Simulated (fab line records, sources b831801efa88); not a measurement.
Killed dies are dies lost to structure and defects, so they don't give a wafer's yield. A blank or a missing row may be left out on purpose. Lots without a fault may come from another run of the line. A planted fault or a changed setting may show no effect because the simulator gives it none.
Problem report in the 8D (eight disciplines) form, filled by code | flow sfq_line | the parts of the form that need people (team, actions taken, sign-off) are left out

1. THE PROBLEM
oes_product_au at SFQ_TRILAYER_L0_BARC_OPEN_METAL_ETCH_010 reads a mean of 1.000 a.u. on 4 wafers of 2 lots; wafers without a fault read 0.685 a.u. with a standard deviation of 0.0047. That is +67 standard deviations from the usual mean.
The step: etches BARC in O2, target depth 125 nm, time 41.7 s.
First seen on wafer L892.3, day 4 14:49, on rie_metal-04. The record holds 39 wafers of 13 lots with a number at this step. Rule for "out", or "out of limits": more than 4 standard deviations from the usual mean. The other wafers with a number count as sound.

2. WHAT IT IS AND WHAT IT IS NOT
question                    | is                             | is not
which readings at this step | oes_product_au, run_length_s   | drypump_motor_current_A
which lots                  | L892, L896                     | L883, L884, L885, L886, L888, L898, L901, L902, L904, L905, L906
which wafers of those lots  | L892.3, L892.6, L896.1, L896.3 | L892.1, L896.4
read on which tools         | rie_metal-04                   | rie_metal-01, rie_metal-02
when                        | from day 4 14:49               | up to then (16 sound wafers); but 19 sound wafers of L896, L898, L901, L902, L904, L905, L906 came after

3. SUSPECTS, AND WHAT RULES EACH OUT
Counting: a tool at a process step up to the reading stays a suspect if it ran every lot that is out. Sound lots after the first of them don't rule it out here, since some wafers of a struck lot are sound.
- rie_metal-04 at SFQ_TRILAYER_L0_BARC_OPEN_METAL_ETCH_010 (etches BARC in O2, target depth 125 nm, time 41.7 s): kept. It ran every lot that is out, first L892 (day 4 14:49); its last sound lot up to then is L888 (day 3 18:54). Its own readings are out on those wafers: oes_product_au, run_length_s.
- Within rie_metal-04 at SFQ_TRILAYER_L0_BARC_OPEN_METAL_ETCH_010: the wafers that are out ran in chamber 0; their sound lot-mates ran in chamber 1.
Left after counting: rie_metal-04 at SFQ_TRILAYER_L0_BARC_OPEN_METAL_ETCH_010.

4. THE CAUSE (what the simulator had put in)
Process parameter drift: rie_metal-04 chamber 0, from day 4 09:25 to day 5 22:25, at SFQ_TRILAYER_L0_BARC_OPEN_METAL_ETCH_010. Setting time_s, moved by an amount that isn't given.
Counting left only this tool.

5. THE CHAIN OF EFFECTS, in route order
Each row: a reading whose mean over the struck wafers that have a number lies more than 3 standard deviations from the usual. Only readings for which the record gives a usual standard deviation are gone through. hours: the time from each lot's start at the first step in this table that gives one to its start at this step, as a median over the lots. sigmas: the change in usual standard deviations.
hours | step                                     | reading        | usual      | on struck wafers | change | sigmas
0     | SFQ_TRILAYER_L0_BARC_OPEN_METAL_ETCH_010 | oes_product_au | 0.685 a.u. | 1.000            | +0.315 | +67
0     | SFQ_TRILAYER_L0_BARC_OPEN_METAL_ETCH_010 | run_length_s   | 70.3 s     | 51.2             | -19.1  | -43
The process steps in it:
- SFQ_TRILAYER_L0_BARC_OPEN_METAL_ETCH_010: etches BARC in O2, target depth 125 nm, time 41.7 s.
Later measuring or inspecting steps at which every struck wafer that the step has a row for has a number for every such reading, and none has moved that far: SFQ_I0_OVL_MEAS_908, SFQ_M1_OVL_MEAS_911.

6. WHAT WOULD HAVE CAUGHT IT SOONER
In this record the first reading out of limits was taken at day 4 14:49, 5 hours after the fault began at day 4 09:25.
